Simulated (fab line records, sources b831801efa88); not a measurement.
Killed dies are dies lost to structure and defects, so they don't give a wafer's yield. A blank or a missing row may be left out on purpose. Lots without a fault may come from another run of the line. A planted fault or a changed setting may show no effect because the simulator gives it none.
fab line records | flow sky130
record lots=11 wafers=33 last_day=50
route steps=708 shown SONOS_TUNNEL@162 GATE_OXIDE@200 LDD_N@253 METAL4@601 PAD_OPEN@708
lots that met no fault: from a run of the same line without faults
start_h: hours from the record's first day to the start of the lot's first wafer shown | wait_h: hours since the lot's step before | " the same as in the row above | L1.1+2: a row that stands for several wafers | - no value, or no start given | * or withheld: withheld | < > ~ a bound
route shown NAME@n: a module of which the file shows steps, and the number in the route of the first | usual: mean/standard deviation of fault-free wafers | same: alike in all rows | chamber/n: place in a boat | sites: the reading at each site | _std_site: their standard deviation | _edge_site: outer sites' mean less inner sites' | radius_mm: how far each site lies from the wafer's centre | mask NAME#n: copy n | behind: the tool/chamber that last shaped the wafer | hold: why the lot was held/for how many hours/how that ended | device: the transistor (n, p or np) that didn't switch | end of line: the same wafers' tests at the end of the route | a step without rows: its recipe alone | killed: dies lost to structure and defects at the first sort, not the wafer's yield | map: a wafer's dies, x killed, . not, _ none there
set.NAME: the setting as run; set.NAME@STEP: as run at that earlier step | model.NAME: the simulator's own value behind a step, which no gauge read
steps of the route over a sample of lots; a table a step, a row a wafer
services: from which hour (start_h, from the record's first day; less than 0 if before it) a tool's chamber was out of use, for how many hours, and why
## steps
# step SKY_SONOS_TUNNEL_OVL_MEAS_08
# usual SONOS_TUNNEL_OVL=0.2/1.6
# columns lot.wafer tool chamber start_h wait_h SONOS_TUNNEL_OVL[nm]
L983.1 overlay-01 - 264.43 0.1 2.1
L983.5 " - " " 2.4
L983.6 " - " " 1.5
L986.1 overlay-01 - 296.61 0.1 0.2
L986.4 " - " " 2.2
L986.5 " - " " 3.1
L990.1 overlay-02 - 323.16 0.1 -3.0
L990.2 " - " " -3.6
L990.5 " - " " -1.6
L991.1 overlay-01 - 332.72 0.1 0.1
L991.2 " - " " 0.3
L991.3 " - " " 0.6
L992.3 overlay-02 - 335.93 0.1 -0.7
L992.5 " - " " 3.1
L992.6 " - " " -0.7
L995.2 overlay-02 - 369.44 0.1 0.3
L995.3 " - " " 1.1
L995.4 " - " " -1.0
L996.2 overlay-02 - 374.82 0.1 -1.1
L996.4 " - " " -2.0
L996.6 " - " " 0.6
L997.3 overlay-02 - 385.64 0.1 -0.3
L997.5 " - " " 0.3
L997.6 " - " " -1.0
L100.1 overlay-02 - 406.83 0.1 -1.8
L100.2 " - " " -1.7
L100.6 " - " " -0.6
L101.1 overlay-01 - 407.32 0.1 2.2
L101.2 " - " " -0.1
L101.3 " - " " 2.1
L102.2 overlay-01 - 416.82 0.1 -2.6
L102.3 " - " " -0.1
L102.6 " - " " -0.8
# step SKY_GATE_OXIDE_STRIP_13
# recipe chemistry=O2/N2 power_w=1400 pressure_mtorr=1500 platen_temp_c=withheld o2_flow_sccm=3000 n2_flow_sccm=300 overash_fraction=0.5
# usual drypump_motor_current_A=5.9/0.44 n2_flow_sccm=300.1/0.86 oes_product_au=0.715/0.0047 strip_time_to_endpoint_s=14.18/0.037
# columns lot.wafer tool chamber start_h wait_h drypump_motor_current_A n2_flow_sccm oes_product_au rf_hours_counter_h strip_time_to_endpoint_s
L983.1 plasma_asher-01 0 320.14 0.0 5.7 300.9 0.719 20 14.18
L983.5 " 1 " " 6.5 300.3 0.726 - 14.20
L983.6 " 0 " " 5.7 300.6 0.721 - 14.15
L986.1 plasma_asher-03 0 369.33 0.0 6.0 299.1 0.717 69 14.22
L986.4 " 0 " " 6.0 299.8 0.711 - 14.14
L986.5 " 0 " " 6.0 299.4 0.723 - 14.17
L990.1 plasma_asher-01 1 384.52 0.0 6.5 301.3 0.714 26 14.14
L990.2 " 0 " " 5.7 299.9 0.709 26 14.18
L990.5 " 1 " " 6.5 300.8 0.712 - 14.16
L991.1 plasma_asher-01 1 394.73 0.0 6.5 299.6 0.715 27 14.13
L991.2 " 0 " " 5.7 300.5 0.719 27 14.17
L991.3 " 1 " " 6.5 300.5 0.714 - 14.16
L992.3 plasma_asher-04 1 399.86 0.0 5.2 300.2 0.717 - 14.23
L992.5 " 1 " " 5.2 299.7 0.725 - 14.22
L992.6 " 0 " " 6.3 298.7 0.722 - 14.21
L995.2 plasma_asher-01 1 441.87 0.0 6.6 300.5 0.719 33 14.18
L995.3 " 1 " " 6.5 300.4 0.724 - 14.14
L995.4 " 0 " " 5.7 300.9 0.718 - 14.16
L996.2 plasma_asher-04 0 446.53 0.0 6.3 300.6 0.709 61 14.25
L996.4 " 0 " " 6.3 302.3 0.717 - 14.23
L996.6 " 0 " " 6.2 301.2 0.717 - 14.25
L997.3 plasma_asher-03 1 452.37 0.0 6.0 300.9 0.714 - 14.25
L997.5 " 0 " " 6.0 299.9 0.714 - 14.23
L997.6 " 1 " " 6.0 299.7 0.713 - 14.19
L100.1 plasma_asher-03 1 476.93 0.0 6.0 299.0 0.716 81 14.15
L100.2 " 0 " " 6.0 301.5 0.717 81 14.17
L100.6 " 1 " " 6.0 301.4 0.716 - 14.17
L101.1 plasma_asher-03 0 478.38 0.0 6.0 300.8 0.714 81 14.16
L101.2 " 1 " " 6.0 299.5 0.714 81 14.15
L101.3 " 1 " " 6.0 300.2 0.712 - 14.17
L102.2 plasma_asher-03 0 489.40 0.0 6.0 299.7 0.718 82 14.24
L102.3 " 1 " " 6.0 300.6 0.710 - 14.21
L102.6 " 1 " " 6.0 301.1 0.716 - 14.21
# step SKY_LDD_N_STRIP_16
# recipe chemistry=O2/N2 power_w=1400 pressure_mtorr=1500 platen_temp_c=withheld o2_flow_sccm=3000 n2_flow_sccm=300 overash_fraction=0.5
# usual drypump_motor_current_A=5.8/0.38 n2_flow_sccm=300.1/0.89 oes_product_au=0.406/0.0046 strip_time_to_endpoint_s=4.313/0.019
# columns lot.wafer tool chamber start_h wait_h drypump_motor_current_A n2_flow_sccm oes_product_au rf_hours_counter_h strip_time_to_endpoint_s
L983.1 plasma_asher-01 1 414.48 0.1 6.5 299.8 0.406 29 4.302
L983.5 " 0 " " 5.7 299.7 0.401 - 4.299
L983.6 " 1 " " 6.5 299.3 0.412 - 4.314
L986.1 plasma_asher-02 1 470.15 0.1 5.5 300.3 0.409 4 4.330
L986.4 " 0 " " 5.2 299.0 0.400 - 4.322
L986.5 " 1 " " 5.5 299.0 0.409 - 4.350
L990.1 plasma_asher-03 1 491.93 0.1 6.0 300.1 0.402 82 4.282
L990.2 " 0 " " 6.0 299.6 0.409 82 4.294
L990.5 " 0 " " 6.0 299.7 0.398 - 4.316
L991.1 plasma_asher-03 0 497.10 0.1 6.0 300.8 0.412 83 4.298
L991.2 " 1 " " 6.0 299.5 0.412 83 4.281
L991.3 " 1 " " 6.0 300.0 0.401 - 4.293
L992.3 plasma_asher-03 1 502.18 0.1 6.0 300.1 0.406 - 4.305
L992.5 " 1 " " 5.9 301.5 0.405 - 4.336
L992.6 " 0 " " 6.0 300.7 0.402 - 4.344
L995.2 plasma_asher-02 0 543.02 0.1 5.2 301.4 0.412 11 4.319
L995.3 " 0 " " 5.2 299.4 0.407 - 4.307
L995.4 " 1 " " 5.5 300.2 0.405 - 4.310
L996.2 plasma_asher-03 1 548.77 0.1 6.0 298.9 0.412 88 4.301
L996.4 " 1 " " 6.0 300.5 0.415 - 4.310
L996.6 " 1 " " 6.0 300.4 0.401 - 4.304
L997.3 plasma_asher-03 1 551.41 0.1 6.0 298.8 0.402 - 4.367
L997.5 " 0 " " 6.0 299.4 0.412 - 4.330
L997.6 " 1 " " 6.0 301.5 0.402 - 4.354
L100.1 plasma_asher-03 1 574.82 0.1 6.0 300.9 0.405 91 4.325
L100.2 " 0 " " 6.0 298.1 0.406 91 4.313
L100.6 " 0 " " 6.0 299.6 0.408 - 4.319
L101.1 plasma_asher-03 1 577.22 0.1 6.0 300.5 0.405 91 4.297
L101.2 " 0 " " 6.0 300.1 0.400 91 4.293
L101.3 " 1 " " 6.0 301.4 0.398 - 4.292
L102.2 plasma_asher-03 0 586.95 0.1 6.0 300.0 0.404 92 4.336
L102.3 " 0 " " 6.0 299.5 0.407 - 4.347
L102.6 " 1 " " 6.0 301.8 0.404 - 4.346
# step SKY_METAL4_SPUTTER_03
# recipe material=Ti target_thk_nm=5 power_w=3000 time_s=3.3 chamber_pressure_pa=0.4
# usual cathode_dc_power_W=3000.1/0.5 throttle_valve_pct=29.9/1.3
# columns lot.wafer tool chamber start_h wait_h cathode_dc_power_W throttle_valve_pct
L983.1 pvd_sputter-03 - 940.84 0.0 3000.5 29.0
L983.5 " - " " 2999.5 30.2
L983.6 " - " " 3000.5 29.1
L986.1 pvd_sputter-04 - 980.24 0.0 2999.6 28.5
L986.4 " - " " 3000.9 33.2
L986.5 " - " " 2999.7 32.7
L990.1 pvd_sputter-04 - 999.54 0.0 2999.7 33.1
L990.2 " - " " 3000.4 30.0
L990.5 " - " " 3421.4 30.7
L991.1 pvd_sputter-01 - 1002.79 0.0 2999.7 29.3
L991.2 " - " " 3000.7 28.9
L991.3 " - " " 3000.4 28.5
L992.3 pvd_sputter-04 - 1009.41 0.0 2999.4 28.9
L992.5 " - " " 3422.1 30.7
L992.6 " - " " 3000.7 32.8
L995.2 pvd_sputter-01 - 1036.21 0.0 3000.6 31.0
L995.3 " - " " 3000.5 29.1
L995.4 " - " " 2998.9 29.6
L996.2 pvd_sputter-01 - 1041.82 0.0 2999.5 28.4
L996.4 " - " " 2999.1 29.3
L996.6 " - " " 2999.8 28.7
L997.3 pvd_sputter-01 - 1043.57 0.0 3000.5 31.2
L997.5 " - " " 2999.7 28.6
L997.6 " - " " 3000.6 31.0
L100.1 pvd_sputter-03 - 1060.62 0.0 3000.2 32.1
L100.2 " - " " 2999.9 30.6
L100.6 " - " " 3000.3 29.1
L101.1 pvd_sputter-03 - 1062.10 0.0 2999.9 30.8
L101.2 " - " " 3000.6 29.5
L101.3 " - " " 3000.0 29.4
L102.2 pvd_sputter-01 - 1070.37 0.0 2999.7 28.7
L102.3 " - " " 3000.1 31.0
L102.6 " - " " 3000.4 29.5
# step SKY_PAD_OPEN_PROBE_99
# usual defect_limited_yield=82.5/1.9 killed_at_M0_to_M3=44/6.4 killed_at_M4_up=3.4/2.1 killed_at_contacts=23/5 killed_at_front_end=15/4.5 killed_at_other=0.3/0.54 killed_dies=86/9.5 killed_open=48/6.9 killed_short=38/5.9 sort_bin_3_pad_short=0.8/0.44 sort_bin_5_function=10.5/1.6 sort_bin_6_memory=6.1/1.1 sort_n_pass=406/9.5 sort_yield_pct=82.5/1.9
# same gross_dies=492 killed_at_back_side=0 sort_bin_4_leakage[%]=0 sort_bin_8_speed[%]=0
# columns lot.wafer tool chamber start_h wait_h defect_limited_yield[%] killed_at_M0_to_M3 killed_at_M4_up killed_at_contacts killed_at_front_end killed_at_other killed_dies killed_open killed_short sort_bin_3_pad_short[%] sort_bin_5_function[%] sort_bin_6_memory[%] sort_n_pass sort_yield_pct[%]
L986.1 prober-02 - 1115.89 0.1 79.9 57 3 18 20 1 99 47 52 1.2 13.2 5.7 393 79.9
L986.4 prober-02 - 1116.04 0.2 83.1 44 5 22 12 0 83 45 38 0.8 9.8 6.3 409 83.1
L986.5 prober-02 - 1116.09 0.2 78.5 56 4 29 16 1 106 50 56 1.2 12.6 7.7 386 78.5
L990.1 prober-01 - 1133.42 0.1 79.7 51 7 25 17 0 100 63 37 0.4 10.8 9.1 392 79.7
L990.2 prober-01 - 1133.47 0.1 79.3 50 7 20 24 1 102 50 48 1.6 12.8 6.3 390 79.3
L990.5 prober-01 - 1133.62 0.2 82.5 43 4 18 21 0 86 43 42 0.8 11.6 5.1 406 82.5
L991.1 prober-02 - 1134.41 0.1 84.8 36 11 16 12 0 75 43 32 0.6 9.1 5.5 417 84.8
L991.2 prober-02 - 1134.46 0.1 84.8 45 2 14 14 0 75 42 33 1.0 9.3 4.9 417 84.8
L991.3 prober-02 - 1134.51 0.2 82.9 45 5 20 14 0 84 48 35 0.6 9.6 6.9 408 82.9
L995.2 prober-01 - 1162.75 0.1 82.1 40 5 27 16 0 88 53 35 0.6 10.6 6.7 404 82.1
L995.3 prober-01 - 1162.80 0.2 80.7 48 0 28 19 0 95 50 43 0.4 11.2 7.7 397 80.7
L995.4 prober-01 - 1162.85 0.2 81.3 49 5 22 16 0 92 52 40 1.4 10.0 7.3 400 81.3
# killed by level:class
L986.1 CONTACT:geometric_particle:open=9 VIA1:geometric_particle:open=8 VIA3:geometric_particle:open=8 VIA1:geometric_particle:short=7 VIA2:geometric_particle:open=7 METAL2:geometric_particle:short=7 FIELD_ISO:geometric_particle:short=6 METAL1:geometric_particle:short=6
L986.4 VIA1:geometric_particle:open=14 CONTACT:geometric_particle:open=8 METAL2:geometric_particle:short=7 VIA3:geometric_particle:open=6 VIA1:geometric_particle:short=6 LI_CONTACT:geometric_particle:open=5 CONTACT:geometric_particle:short=5 FIELD_ISO:geometric_particle:open=4
L986.5 LI_CONTACT:geometric_particle:open=9 METAL2:geometric_particle:short=9 VIA2:geometric_particle:open=9 VIA1:geometric_particle:open=8 POLY_GATE:geometric_particle:short=7 METAL1:geometric_particle:short=7 CONTACT:geometric_particle:short=7 METAL2:geometric_particle:open=6
L990.1 VIA1:geometric_particle:open=19 LI_CONTACT:geometric_particle:open=9 METAL2:geometric_particle:short=7 CONTACT:geometric_particle:open=6 VIA3:geometric_particle:open=6 FIELD_ISO:geometric_particle:open=5 FIELD_ISO:geometric_particle:short=5 VIA2:geometric_particle:open=5
L990.2 VIA1:geometric_particle:open=13 VIA2:geometric_particle:open=8 FIELD_ISO:geometric_particle:short=7 LI_CONTACT:geometric_particle:open=6 CONTACT:geometric_particle:open=6 VIA3:geometric_particle:open=5 METAL4:geometric_particle:short=5 POLY_GATE:geometric_particle:short=4
L990.5 VIA1:geometric_particle:short=9 FIELD_ISO:geometric_particle:open=7 VIA1:geometric_particle:open=7 VIA2:geometric_particle:open=7 POLY_GATE:geometric_particle:short=5 CONTACT:geometric_particle:short=5 LI_CONTACT:geometric_particle:open=5 CONTACT:geometric_particle:open=5
L991.1 VIA1:geometric_particle:open=11 CONTACT:geometric_particle:open=9 METAL4:geometric_particle:short=8 VIA2:geometric_particle:open=6 FIELD_ISO:geometric_particle:short=3 POLY_GATE:geometric_particle:open=3 LI_CONTACT:geometric_particle:open=3 METAL1:geometric_particle:short=3
L991.2 VIA1:geometric_particle:open=10 VIA3:geometric_particle:open=9 METAL2:geometric_particle:short=8 CONTACT:geometric_particle:open=6 VIA1:geometric_particle:short=6 POLY_GATE:geometric_particle:open=5 VIA2:geometric_particle:open=5 FIELD_ISO:geometric_particle:short=3
L991.3 METAL2:geometric_particle:short=9 VIA3:geometric_particle:open=9 CONTACT:geometric_particle:open=7 VIA2:geometric_particle:open=6 LI_CONTACT:geometric_particle:open=5 LOCAL_INTERCONNECT:geometric_particle:short=5 VIA1:geometric_particle:open=5 METAL1:geometric_particle:short=4
L995.2 VIA3:geometric_particle:open=14 LI_CONTACT:geometric_particle:open=9 CONTACT:geometric_particle:open=7 POLY_GATE:geometric_particle:open=6 VIA1:geometric_particle:open=5 METAL3:geometric_particle:short=5 LOCAL_INTERCONNECT:geometric_particle:short=4 CONTACT:geometric_particle:short=4
L995.3 VIA1:geometric_particle:open=11 CONTACT:geometric_particle:open=8 LOCAL_INTERCONNECT:geometric_particle:short=7 CONTACT:geometric_particle:short=6 VIA3:geometric_particle:open=6 VIA2:geometric_particle:open=6 METAL2:geometric_particle:short=6 FIELD_ISO:geometric_particle:open=5
L995.4 CONTACT:geometric_particle:open=10 VIA1:geometric_particle:open=10 VIA2:geometric_particle:open=8 FIELD_ISO:geometric_particle:open=5 METAL1:geometric_particle:open=5 VIA1:geometric_particle:short=5 LI_CONTACT:geometric_particle:short=4 METAL1:geometric_particle:short=4
## services
# columns tool chamber start_h hours kind
pvd_sputter-03 - 314.40 1.4 repair
plasma_asher-03 - 332.32 1.4 repair
pvd_sputter-01 - 394.38 22.4 repair
pvd_sputter-03 - 411.72 5.6 repair
pvd_sputter-04 - 428.54 1.9 repair
pvd_sputter-04 - 463.33 33.4 repair
pvd_sputter-01 - 587.90 4.7 repair
plasma_asher-03 - 609.04 1.1 repair
pvd_sputter-01 - 611.49 2.6 repair
plasma_asher-03 - 646.50 1.6 repair
plasma_asher-01 - 662.93 3.4 repair
pvd_sputter-01 - 667.18 0.6 repair
plasma_asher-01 - 672.36 1.1 repair
plasma_asher-03 - 678.77 5.7 repair
plasma_asher-03 - 733.75 9.0 pm
plasma_asher-01 - 754.35 14.6 pm
pvd_sputter-01 - 803.96 12.1 repair
pvd_sputter-01 - 810.40 4.9 repair
pvd_sputter-01 - 901.17 3.3 repair
plasma_asher-01 - 925.21 3.6 repair
plasma_asher-01 - 945.77 7.7 repair
plasma_asher-03 - 1044.69 4.3 pm
pvd_sputter-01 - 1048.57 3.3 repair
plasma_asher-03 - 1060.70 4.2 repair
## key
first_sign step=SKY_METAL4_SPUTTER_03 reading=cathode_dc_power_W direction=up sigmas=99+ usual=3000.1 struck=3421.7
effect none on later readings
met_at SKY_METAL4_SPUTTER_03
struck_lots L990,L992
struck_wafers L990.5,L992.5
not_acting_at SKY_SONOS_TUNNEL_OVL_MEAS_08,SKY_GATE_OXIDE_STRIP_13,SKY_LDD_N_STRIP_16
fault kind=process_parameter_drift tool=pvd_sputter-04 chamber=- onset_h=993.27 steps=SKY_METAL4_SPUTTER_03 channel=power_w offset=* shape=step end_h=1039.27 acts_in=* stated=* scope=struck_wafers_only
